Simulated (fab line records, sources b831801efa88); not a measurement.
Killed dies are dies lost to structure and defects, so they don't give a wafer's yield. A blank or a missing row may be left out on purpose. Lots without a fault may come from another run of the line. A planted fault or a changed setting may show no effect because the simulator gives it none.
One fault seen from 2 desks | flow gf180mcu | each desk has only its own numbers; what lay behind them comes last

THE TOOL OWNER'S DESK: iline_stepper-01
The tool's own readings at GF_TOP_METAL_EXPOSE_11 (exposes mask MetalTop, target cd 440 nm): means of the sampled wafers that have a number, for each lot that ran on this tool. A lot is out of limits, marked OUT, if its mean lies more than 4 standard deviations from the usual mean; the brackets give that distance.
Columns: A = exposure_dose_mJ_cm2 at GF_TOP_METAL_EXPOSE_11, usual 170.01
lot  | first seen here | A
L128 | day 27 23:48    | 169.83
L129 | day 28 17:20    | 170.02
L130 | day 28 17:58    | 169.93
L131 | day 28 22:41    | 170.23
L135 | day 30 12:22    | 170.17
L136 | day 30 13:32    | 169.89
L142 | day 32 06:07    | 169.80
This desk's finding: nothing out of limits on any of the 7 lots.

THE METROLOGY DESK
What the gauges read, lot by lot, whatever tool the lot ran on: means of the sampled wafers that have a number. A lot is out of limits, marked OUT, if its mean lies more than 4 standard deviations from the usual mean; the brackets give that distance.
Columns: A = cd_nm at GF_M5_CD_MEAS_07, usual 280.0 nm; B = cd_nm at GF_TOP_METAL_CD_MEAS_14, usual 440.3 nm; C = PASSIVATION_BOW at GF_PASSIVATION_BOW_MEAS_14, usual 136 um
lot  | first seen here | A     | B     | C
L127 | day 26 12:31    | 278.8 | 443.9 | 126
L128 | day 26 14:17    | 278.0 | 439.2 | 124
L129 | day 27 09:46    | 277.5 | 439.9 | 135
L130 | day 27 10:26    | 278.0 | 435.1 | 141
L131 | day 27 14:14    | 280.4 | 439.5 | 136
L132 | day 27 20:25    | 279.3 | 439.6 | 122
L133 | day 28 09:51    | 279.4 | 441.1 | 129
L134 | day 28 19:19    | 280.4 | 441.7 | 130
L135 | day 29 05:41    | 281.6 | 439.9 | 138
L136 | day 29 07:29    | 279.6 | 442.5 | 140
L142 | day 31 01:01    | 281.1 | 432.6 | 147
L147 | day 32 00:23    | 280.3 | 441.0 | 144
L149 | day 32 12:28    | 278.6 | 440.0 | 152
This desk's finding: nothing out of limits on any of the 13 lots.

PUT TOGETHER
The tool owner's desk saw nothing out of limits.
The metrology desk saw nothing out of limits.

WHAT THE SIMULATOR HAD PUT IN
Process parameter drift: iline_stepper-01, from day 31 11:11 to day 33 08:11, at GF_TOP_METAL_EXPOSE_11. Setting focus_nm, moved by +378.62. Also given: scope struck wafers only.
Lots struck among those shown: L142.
